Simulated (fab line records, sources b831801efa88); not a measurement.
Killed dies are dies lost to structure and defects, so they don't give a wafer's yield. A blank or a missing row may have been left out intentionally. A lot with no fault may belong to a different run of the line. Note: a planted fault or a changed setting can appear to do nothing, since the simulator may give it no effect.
fab line records + flow sky130
[record]
- lots = 4
- wafers = 12
- last-day = 50
route steps=708 shown LI_CONTACT@376 LOCAL_INTERCONNECT@387 PAD_OPEN@708
lots that met no fault: taken from a fault-free run of the same line
start-h: hours from the record's first day to the start of the lot's first wafer shown + wait-h: hours from the lot's prior step to this one + " as in the row above + L1.1+2: several wafers, shown together as one row + - either no value or no given start + * or withheld: withheld + < > ~ a bound
route shown NAME@n: NAME is a module with steps in the file, n the number in the route of the first one + usual: the fault-free wafers' mean and standard deviation + same: alike in all rows + chamber/n: place in a boat + sites: readings site by site + _std_site: standard deviation across them + _edge_site: the outer-site mean with the inner-site mean subtracted + radius-mm: how far each site lies from the wafer's centre + mask NAME#n: copy n + behind: the tool/chamber that last shaped the wafer + hold: what put the lot on hold/how long, in hours/how the hold closed + device: transistor that didn't switch, given as n, p or np + end of line: at the end of the route, the tests of the same wafers + where a step has no rows: the recipe by itself + killed: dies lost to structure and defects at the first sort, not the wafer's yield + map: per-die view of a wafer (x killed, . not killed, _ where there is no die)
set.NAME: the setting that was run; set.NAME@STEP: the one run at that earlier step + model.NAME: the simulator's own value behind a step, which no gauge read
a table for each step, a row for each wafer; lots at some steps of the route
services: when a tool's chamber went out of use (start-h, in hours from the record's first day, below 0 if earlier), for how many hours, and the reason
[[steps]]
[step SKY_LI_CONTACT_ETCH_14]
[recipe]
- chemistry = N2/H2
- target = BARC
- ion-energy-ev = 200
- source-w = 500
- bias-w = 102
- pressure-mtorr = 30
- n2-flow-sccm = 100
- h2-flow-sccm = 200
- stop-on = SiO2
- time-s = 45.9
- target-depth-a = 600
[step SKY_LI_CONTACT_ETCH_15]
[recipe]
- target = PSG
- chemistry = C4F8/O2/Ar
- stop-on = Si
- taper-deg = 4.15
- mask-material = KrF-thick
- source-w = 1500
- bias-w = 1200
- pressure-mtorr = 40
- c4f8-flow-sccm = withheld
- O2_flow_sccm = 6
- Ar_flow_sccm = 300
- time-s = withheld
- target-depth-a = 6000
[step SKY_LI_CONTACT_STRIP_16]
[recipe]
- chemistry = O2/N2
- power-w = 1400
- pressure-mtorr = 1500
- platen-temp-c = withheld
- o2-flow-sccm = 3000
- n2-flow-sccm = 300
- overash-fraction = 0.5
[step SKY_LI_CONTACT_CLEAN_17]
[recipe]
- chemistry = NMP
- time-s = 600
- temp-c = 60
- dry = n2-spin
[step SKY_LI_CONTACT_PRE_CLEAN_18]
[recipe]
- gas = Ar
- time-s = 5.6
- bias-v = 358
[step SKY_LI_CONTACT_SPUTTER_19]
[recipe]
- material = Ti
- target-thk-nm = 20
- chamber-pressure-pa = 5
- power-w = 2500
- substrate-temp-c = 200
- time-s = 106.37
[step SKY_LI_CONTACT_SPUTTER_20]
[recipe]
- material = TiN
- target-thk-nm = 20
- chamber-pressure-pa = 5
- power-w = 4000
- time-s = 80
[step SKY_LI_CONTACT_CVD_21]
[recipe]
- material = W
- target-thk-nm = 400
- time-s = 120.56
- temp-c = 400
- pressure-torr = 40
[step SKY_LI_CONTACT_CMP_24]
[recipe]
- stop-on = PSG
- t-overpolish-s = 20
- down-force-psi = 3.5
- platen-rpm = 60
- target-thk-nm = 0
- pad-velocity-m-s = 0.94248
[step SKY_LOCAL_INTERCONNECT_SPUTTER_00]
[recipe]
- material = TiN
- target-thk-nm = 100
- temp-c = 300
- power-w = 6500
- time-s = 83.3
- chamber-pressure-pa = 0.4
[usual]
- chamber-pressure-pa = 0.3999/0.0008
- substrate-temp-c = 300.02/0.21
- susceptor-temp-C = 299.96/0.17
- throttle-valve-pct = 30.5/1.1
| lot.wafer | tool           | chamber | start-h | wait-h | chamber-pressure-pa | substrate-temp-c | susceptor-temp-C | throttle-valve-pct | model.TiN_of_LOCAL_INTERCONNECT_SPUTTER_00.thk-nm |
|-----------|----------------|---------|---------|--------|---------------------|------------------|------------------|--------------------|---------------------------------------------------|
| L866.1    | pvd-sputter-02 | -       | 740.58  | 0.3    | 0.4001              | 300.35           | 299.81           | 29.4               | 103                                               |
| L866.2    | "              | -       | "       | "      | 0.4005              | 299.63           | 299.96           | 31.9               | 102.8                                             |
| L866.6    | "              | -       | "       | "      | 0.3989              | 300.51           | 300.26           | 30.0               | 103                                               |
| L868.3    | pvd-sputter-02 | -       | 759.92  | 0.1    | 0.3984              | 300.09           | 299.97           | 31.7               | 102.6                                             |
| L868.4    | "              | -       | "       | "      | 0.4003              | 300.16           | 299.94           | 29.3               | 101.6                                             |
| L868.6    | "              | -       | "       | "      | 0.3997              | 299.98           | 299.93           | 32.0               | 102.5                                             |
| L874.1    | pvd-sputter-02 | -       | 820.61  | 0.1    | 0.4006              | 300.02           | 299.98           | 30.2               | 99.34                                             |
| L874.2    | "              | -       | "       | "      | 0.4001              | 300.16           | 299.99           | 31.7               | 98.26                                             |
| L874.3    | "              | -       | "       | "      | 0.4005              | 300.38           | 299.89           | 29.4               | 98.53                                             |
| L879.2    | pvd-sputter-02 | -       | 867.67  | 0.2    | 0.4000              | 300.34           | 300.04           | 31.6               | 98.3                                              |
| L879.3    | "              | -       | "       | "      | 0.4001              | 299.96           | 299.47           | 30.0               | 98.71                                             |
| L879.4    | "              | -       | "       | "      | 0.3996              | 300.37           | 300.08           | 32.1               | 98.51                                             |
[step SKY_LOCAL_INTERCONNECT_RS_MEAS_01]
[recipe]
- thk-meas-gauge = four-point-probe
- reads = TiN_of_LOCAL_INTERCONNECT_SPUTTER_00
[usual]
- LOCAL_INTERCONNECT_TIN_RS = 14.18/0.13
| lot.wafer | tool          | chamber | start-h | wait-h | LOCAL_INTERCONNECT_TIN_RS[ohm/sq] |
|-----------|---------------|---------|---------|--------|-----------------------------------|
| L866.1    | film-metro-04 | -       | 740.65  | 0.0    | 13.70                             |
| L866.2    | "             | -       | "       | "      | 13.73                             |
| L866.6    | "             | -       | "       | "      | 13.71                             |
| L868.3    | film-metro-01 | -       | 760.02  | 0.1    | 13.73                             |
| L868.4    | "             | -       | "       | "      | 13.87                             |
| L868.6    | "             | -       | "       | "      | 13.75                             |
| L874.1    | film-metro-04 | -       | 820.67  | 0.0    | 14.21                             |
| L874.2    | "             | -       | "       | "      | 14.43                             |
| L874.3    | "             | -       | "       | "      | 14.37                             |
| L879.2    | film-metro-04 | -       | 867.75  | 0.1    | 14.37                             |
| L879.3    | "             | -       | "       | "      | 14.33                             |
| L879.4    | "             | -       | "       | "      | 14.34                             |
[step SKY_LOCAL_INTERCONNECT_THK_MEAS_02]
[recipe]
- thk-meas-gauge = xrf
- reads = TiN_of_LOCAL_INTERCONNECT_SPUTTER_00
[usual]
- LOCAL_INTERCONNECT_TIN_THK = 99.2/1
| lot.wafer | tool          | chamber | start-h | wait-h | LOCAL_INTERCONNECT_TIN_THK[nm] |
|-----------|---------------|---------|---------|--------|--------------------------------|
| L866.1    | film-metro-04 | -       | 740.77  | 0.1    | 102.4                          |
| L866.2    | "             | -       | "       | "      | 102.9                          |
| L866.6    | "             | -       | "       | "      | 102.5                          |
| L868.3    | film-metro-01 | -       | 760.12  | 0.1    | 101.4                          |
| L868.4    | "             | -       | "       | "      | 101.0                          |
| L868.6    | "             | -       | "       | "      | 101.6                          |
| L874.1    | film-metro-04 | -       | 820.79  | 0.1    | 98.8                           |
| L874.2    | "             | -       | "       | "      | 98.1                           |
| L874.3    | "             | -       | "       | "      | 97.8                           |
| L879.2    | film-metro-04 | -       | 867.86  | 0.1    | 97.9                           |
| L879.3    | "             | -       | "       | "      | 98.5                           |
| L879.4    | "             | -       | "       | "      | 98.6                           |
[step SKY_LOCAL_INTERCONNECT_DEHYDRATE_03]
[recipe]
- temp-c = 200
- time-s = 60
[step SKY_LOCAL_INTERCONNECT_HMDS_04]
[recipe]
- prime-time-s = 60
- prime-temp-c = 120
[step SKY_LOCAL_INTERCONNECT_COAT_05]
[recipe]
- resist = BARC
- temp-c = withheld
- time-s = withheld
- spin-rpm = 3000
- resist-thk-nm = 60
[step SKY_LOCAL_INTERCONNECT_COAT_06]
[recipe]
- resist = KrF-thick
- spin-rpm = 3000
- resist-thk-nm = 450
[step SKY_LOCAL_INTERCONNECT_SOFTBAKE_07]
[recipe]
- temp-c = 100
- time-s = 90
- resist = KrF-thick
[step SKY_LOCAL_INTERCONNECT_EXPOSE_08]
[recipe]
- mask-id = LI1M
- na = 0.8
- source-shape = annular
- sigma-inner = 0.55
- sigma-outer = 0.85
- target-cd-nm = 170
- dose-mj = 28
[step SKY_LOCAL_INTERCONNECT_PEB_09]
[recipe]
- peb-temp-c = withheld
- peb-time-s = withheld
- resist = KrF-thick
[step SKY_LOCAL_INTERCONNECT_DEVELOP_10]
[recipe]
- develop-time-s = 60
- resist = KrF-thick
- dev-temp-c = 21
[step SKY_LOCAL_INTERCONNECT_ETCH_13]
[recipe]
- chemistry = N2/H2
- target = BARC
- ion-energy-ev = 200
- bias-w = 100
- pressure-mtorr = 30
- n2-flow-sccm = 100
- h2-flow-sccm = 200
- icp-w = 500
- stop-on = SiO2
- time-s = 45.9
- target-depth-a = 600
[step SKY_LOCAL_INTERCONNECT_METAL_ETCH_14]
[recipe]
- target-depth-nm = 110
- stop-on = PSG
- chemistry = Cl2/BCl3
- target = TiN
- resist-sidewall-deg = 88
- pressure-mtorr = 10
- icp-w = 900
- bias-w = 48.5
- Cl2_flow_sccm = 60
- bcl3-flow-sccm = 30
- time-s = 31.4
[usual]
- chamber-pressure-mTorr = 10.001/0.0096
- drypump-motor-current-A = 5.7/0.35
- oes-product-au = 0.938/0.0068
- throttle-valve-pct = 21.902/0.01
| lot.wafer | tool         | chamber | start-h | wait-h | chamber-pressure-mTorr | drypump-motor-current-A | oes-product-au | rf-hours-counter-h | throttle-valve-pct | model.etch.depth-nm | model.LOCAL_INTERCONNECT.feature-depth-nm |
|-----------|--------------|---------|---------|--------|------------------------|-------------------------|----------------|--------------------|--------------------|---------------------|-------------------------------------------|
| L866.1    | rie-metal-03 | 0       | 769.20  | 0.0    | 9.998                  | 6.0                     | 0.958          | 12                 | 21.898             | 103                 | 103                                       |
| L866.2    | "            | 1       | "       | "      | 10.004                 | 5.4                     | 0.952          | 4                  | 21.882             | 102.8               | 102.8                                     |
| L866.6    | "            | 1       | "       | "      | 9.987                  | 5.4                     | 0.962          | -                  | 21.881             | 103                 | 103                                       |
| L868.3    | rie-metal-02 | 0       | 786.95  | 0.1    | 10.001                 | 5.1                     | 0.954          | -                  | 21.893             | 102.6               | 102.6                                     |
| L868.4    | "            | 0       | "       | "      | 10.002                 | 5.1                     | 0.959          | -                  | 21.884             | 101.6               | 101.6                                     |
| L868.6    | "            | 0       | "       | "      | 10.007                 | 5.1                     | 0.952          | -                  | 21.878             | 102.5               | 102.5                                     |
| L874.1    | rie-metal-02 | 0       | 847.91  | 0.0    | 10.011                 | 5.1                     | 0.933          | 16                 | 21.907             | 99.34               | 99.34                                     |
| L874.2    | "            | 1       | "       | "      | 9.998                  | 5.9                     | 0.927          | 12                 | 21.900             | 98.26               | 98.26                                     |
| L874.3    | "            | 0       | "       | "      | 9.997                  | 5.1                     | 0.926          | -                  | 21.892             | 98.53               | 98.53                                     |
| L879.2    | rie-metal-02 | 0       | 894.70  | 0.0    | 10.012                 | 5.1                     | 0.927          | 17                 | 21.917             | 98.3                | 98.3                                      |
| L879.3    | "            | 0       | "       | "      | 10.007                 | 5.1                     | 0.939          | -                  | 21.906             | 98.71               | 98.71                                     |
| L879.4    | "            | 1       | "       | "      | 10.000                 | 5.9                     | 0.936          | -                  | 21.921             | 98.51               | 98.51                                     |
[step SKY_LOCAL_INTERCONNECT_STRIP_15]
[recipe]
- chemistry = O2/N2
- power-w = 1400
- pressure-mtorr = 1500
- platen-temp-c = withheld
- o2-flow-sccm = 3000
- n2-flow-sccm = 300
- overash-fraction = 0.5
[step SKY_LOCAL_INTERCONNECT_STRIP_16]
[recipe]
- chemistry = post-etch-residue-remover
- time-s = 1200
- temp-c = 72.5
[usual]
- temp-c = 72.51/0.13
| lot.wafer | tool         | chamber | start-h | wait-h | temp-c | model.TiN_of_LOCAL_INTERCONNECT_SPUTTER_00.thk-nm |
|-----------|--------------|---------|---------|--------|--------|---------------------------------------------------|
| L866.1    | wet-bench-04 | 1       | 769.35  | 0.1    | 72.29  | 102.6                                             |
| L866.2    | "            | 1       | "       | "      | 72.43  | 102.4                                             |
| L866.6    | "            | 1       | "       | "      | 72.54  | 102.5                                             |
| L868.3    | wet-bench-04 | 3       | 787.11  | 0.0    | 72.77  | 102.2                                             |
| L868.4    | "            | 3       | "       | "      | 72.57  | 101.2                                             |
| L868.6    | "            | 3       | "       | "      | 72.63  | 102.1                                             |
| L874.1    | wet-bench-04 | 1       | 848.06  | 0.1    | 72.60  | 98.93                                             |
| L874.2    | "            | 1       | "       | "      | 72.63  | 97.85                                             |
| L874.3    | "            | 1       | "       | "      | 72.56  | 98.12                                             |
| L879.2    | wet-bench-04 | 0       | 894.85  | 0.1    | 72.37  | 97.87                                             |
| L879.3    | "            | 0       | "       | "      | 72.24  | 98.28                                             |
| L879.4    | "            | 0       | "       | "      | 72.38  | 98.08                                             |
[step SKY_LOCAL_INTERCONNECT_CLEAN_17]
[recipe]
- chemistry = IPA
- time-s = 180
- temp-c = 25
[step SKY_PAD_OPEN_PROBE_99]
[usual]
- killed_at_M0_to_M3 = 43/6.8
- killed_at_M4_up = 3.2/1.7
- killed-at-contacts = 24/5.6
- killed-at-front-end = 15/4.7
- killed-at-other = 0.3/0.59
- killed-dies = 86/10
- killed-open = 47/6.8
- killed-short = 39/6.4
[same]
- gross-dies = 492
- killed-at-back-side = 0
| lot.wafer | tool      | chamber | start-h | wait-h | killed_at_M0_to_M3 | killed_at_M4_up | killed-at-contacts | killed-at-front-end | killed-at-other | killed-dies | killed-open | killed-short | model.etest.res-li.line-ohm-um | model.etest.res-li.rs-ohm-sq |
|-----------|-----------|---------|---------|--------|--------------------|-----------------|--------------------|---------------------|-----------------|-------------|-------------|--------------|--------------------------------|------------------------------|
| L866.1    | prober-02 | -       | 1124.01 | 0.1    | 40                 | 5               | 27                 | 23                  | 0               | 95          | 55          | 40           | 72.65                          | 12.39                        |
| L866.2    | prober-02 | -       | 1124.06 | 0.1    | 42                 | 4               | 22                 | 24                  | 0               | 92          | 53          | 38           | 72.86                          | 12.45                        |
| L866.6    | prober-02 | -       | 1124.26 | 0.2    | 52                 | 1               | 21                 | 27                  | 1               | 102         | 55          | 46           | 72.91                          | 12.38                        |
| L868.3    | prober-02 | -       | 1135.79 | 0.2    | 39                 | 3               | 18                 | 9                   | 1               | 70          | 39          | 30           | 72.91                          | 12.4                         |
| L868.4    | prober-02 | -       | 1135.84 | 0.2    | 45                 | 4               | 28                 | 16                  | 0               | 93          | 51          | 42           | 74.2                           | 12.57                        |
| L868.6    | prober-02 | -       | 1135.94 | 0.2    | 43                 | 4               | 19                 | 14                  | 0               | 80          | 43          | 37           | 73.84                          | 12.44                        |
| L874.1    | prober-01 | -       | 1178.98 | 0.1    | 41                 | 1               | 16                 | 12                  | 0               | 70          | 38          | 32           | 75.35                          | 12.83                        |
| L874.2    | prober-01 | -       | 1179.03 | 0.1    | 30                 | 2               | 19                 | 17                  | 0               | 68          | 32          | 36           | 77.24                          | 12.94                        |
| L874.3    | prober-01 | -       | 1179.08 | 0.2    | 38                 | 3               | 31                 | 8                   | 1               | 81          | 44          | 37           | 76.73                          | 12.96                        |
| L879.2    | prober-02 | -       | 1206.16 | 0.1    | 43                 | 3               | 23                 | 10                  | 0               | 79          | 38          | 41           | 77.5                           | 12.94                        |
| L879.3    | prober-02 | -       | 1206.21 | 0.2    | 48                 | 2               | 30                 | 22                  | 1               | 103         | 57          | 46           | 76.58                          | 12.89                        |
| L879.4    | prober-02 | -       | 1206.26 | 0.2    | 39                 | 1               | 28                 | 9                   | 1               | 78          | 53          | 25           | 77.82                          | 12.89                        |
// killed by level:class
L866.1 CONTACT:geometric-particle:open=8 VIA1:geometric-particle:open=8 LI_CONTACT:geometric-particle:open=7 VIA2:geometric-particle:open=7 FIELD_ISO:geometric-particle:short=6 POLY_GATE:geometric-particle:open=6 METAL1:geometric-particle:short=6 METAL1:geometric-particle:open=5
L866.2 VIA1:geometric-particle:open=16 CONTACT:geometric-particle:open=8 FIELD_ISO:geometric-particle:short=6 LI_CONTACT:geometric-particle:short=6 VIA3:geometric-particle:open=6 POLY_GATE:geometric-particle:open=5 POLY_GATE:geometric-particle:short=5 LI_CONTACT:geometric-particle:open=4
L866.6 VIA1:geometric-particle:open=12 CONTACT:geometric-particle:open=10 FIELD_ISO:geometric-particle:open=9 VIA3:geometric-particle:open=9 POLY_GATE:geometric-particle:short=7 METAL1:geometric-particle:short=6 VIA3:geometric-particle:short=6 FIELD_ISO:geometric-particle:short=5
L868.3 CONTACT:geometric-particle:open=8 VIA1:geometric-particle:open=8 LI_CONTACT:geometric-particle:open=6 METAL1:geometric-particle:short=6 VIA2:geometric-particle:open=6 VIA3:geometric-particle:open=4 VIA1:geometric-particle:short=4 FIELD_ISO:geometric-particle:open=3
L868.4 CONTACT:geometric-particle:open=13 VIA1:geometric-particle:open=11 CONTACT:geometric-particle:short=6 METAL1:geometric-particle:short=6 VIA1:geometric-particle:short=5 METAL2:geometric-particle:short=5 LI_CONTACT:geometric-particle:open=4 LOCAL_INTERCONNECT:geometric-particle:short=4
L868.6 VIA1:geometric-particle:open=12 LI_CONTACT:geometric-particle:open=7 METAL3:geometric-particle:short=6 CONTACT:geometric-particle:open=5 POLY_GATE:geometric-particle:short=4 CONTACT:geometric-particle:short=4 METAL1:geometric-particle:short=4 VIA1:geometric-particle:short=4
L874.1 VIA3:geometric-particle:open=9 CONTACT:geometric-particle:open=8 VIA1:geometric-particle:short=5 METAL1:geometric-particle:short=5 POLY_GATE:geometric-particle:open=4 VIA1:geometric-particle:open=4 METAL2:geometric-particle:short=4 FIELD_ISO:geometric-particle:open=3
L874.2 CONTACT:geometric-particle:open=7 CONTACT:geometric-particle:short=6 POLY_GATE:geometric-particle:short=6 FIELD_ISO:geometric-particle:short=5 VIA1:geometric-particle:open=5 FIELD_ISO:geometric-particle:open=4 VIA2:geometric-particle:open=4 VIA3:geometric-particle:open=4
L874.3 LI_CONTACT:geometric-particle:open=11 CONTACT:geometric-particle:open=10 METAL1:geometric-particle:short=6 VIA1:geometric-particle:open=6 METAL2:geometric-particle:short=6 VIA2:geometric-particle:short=5 VIA2:geometric-particle:open=5 FIELD_ISO:geometric-particle:open=4
L879.2 LI_CONTACT:geometric-particle:open=8 CONTACT:geometric-particle:open=8 CONTACT:geometric-particle:short=7 VIA2:geometric-particle:open=7 METAL2:geometric-particle:short=6 VIA3:geometric-particle:short=6 VIA3:geometric-particle:open=6 METAL1:geometric-particle:short=5
L879.3 VIA3:geometric-particle:open=10 VIA2:geometric-particle:open=9 LI_CONTACT:geometric-particle:open=9 VIA1:geometric-particle:open=8 LI_CONTACT:geometric-particle:short=7 POLY_GATE:geometric-particle:open=6 CONTACT:geometric-particle:short=6 CONTACT:geometric-particle:open=5
L879.4 CONTACT:geometric-particle:open=16 VIA1:geometric-particle:open=9 VIA2:geometric-particle:open=7 VIA3:geometric-particle:open=7 LI_CONTACT:geometric-particle:open=6 CONTACT:geometric-particle:short=5 METAL2:geometric-particle:short=4 VIA1:geometric-particle:short=3
[[services]]
| tool           | chamber | start-h | hours | kind                   |
|----------------|---------|---------|-------|------------------------|
| wet-bench-04   | -       | 738.75  | 2.2   | repair                 |
| rie-metal-03   | 1       | 742.31  | 1.0   | repair                 |
| wet-bench-04   | -       | 752.35  | 2.9   | repair                 |
| rie-metal-02   | 1       | 785.09  | 10.1  | repair                 |
| rie-metal-03   | -       | 788.47  | 15.6  | pm                     |
| pvd-sputter-02 | -       | 803.55  | 0.5   | repair                 |
| pvd-sputter-02 | 2       | 847.13  | -     | consumable-replace:kit |
| pvd-sputter-02 | 2       | 847.13  | 18.0  | scheduled-down         |
| pvd-sputter-02 | 2       | 847.13  | 18.0  | vent-cycle             |
| rie-metal-03   | 0       | 873.42  | -     | clean                  |
| rie-metal-03   | 0       | 873.42  | 15.8  | scheduled-down         |
| rie-metal-03   | 0       | 873.42  | 15.8  | vent-cycle             |
[[key]]
[first-sign]
- step = SKY_LOCAL_INTERCONNECT_RS_MEAS_01
- reading = LOCAL_INTERCONNECT_TIN_RS
- direction = down
- sigmas = 3.4
- usual = 14.18
- struck = 13.75
[effect]
- step = SKY_LOCAL_INTERCONNECT_THK_MEAS_02
- reading = LOCAL_INTERCONNECT_TIN_THK
- direction = up
- sigmas = 2.8
- usual = 99.2
- struck = 101.9
[effect]
- step = SKY_LOCAL_INTERCONNECT_METAL_ETCH_14
- reading = oes-product-au
- direction = up
- sigmas = 2.6
- usual = 0.938
- struck = 0.956
[model-effect]
- step = SKY_LOCAL_INTERCONNECT_SPUTTER_00
- value = TiN_of_LOCAL_INTERCONNECT_SPUTTER_00.thk-nm
- without = 99.81
- struck = 102.6
[model-effect]
- step = SKY_LOCAL_INTERCONNECT_METAL_ETCH_14
- value = etch.depth-nm
- without = 99.81
- struck = 102.6
[model-effect]
- step = SKY_LOCAL_INTERCONNECT_STRIP_16
- value = TiN_of_LOCAL_INTERCONNECT_SPUTTER_00.thk-nm
- without = 99.38
- struck = 102.2
[model-effect]
- step = SKY_PAD_OPEN_PROBE_99
- value = etest.res-li.line-ohm-um
- without = 75.26
- struck = 73.23
met-at SKY_LOCAL_INTERCONNECT_SPUTTER_00
struck-wafers L866.1,L866.2,L866.6,L868.3,L868.4,L868.6
tester-left-out L866,L868
[fault]
- kind = process-parameter-drift
- tool = pvd-sputter-02
- chamber = -
- onset-h = 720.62
- steps = SKY_LOCAL_INTERCONNECT_SPUTTER_00
- channel = time-s
- offset = *
- shape = step
- end-h = 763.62
- acts-in = *
- stated = *
// tester-left-out: of these lots the tester's yield and bins aren't shown, on N5 and GAA mostly nor the transistor test; their killed dies are dies lost to structure and defects alone, not to doping, threshold or leakage, so they don't give the yield
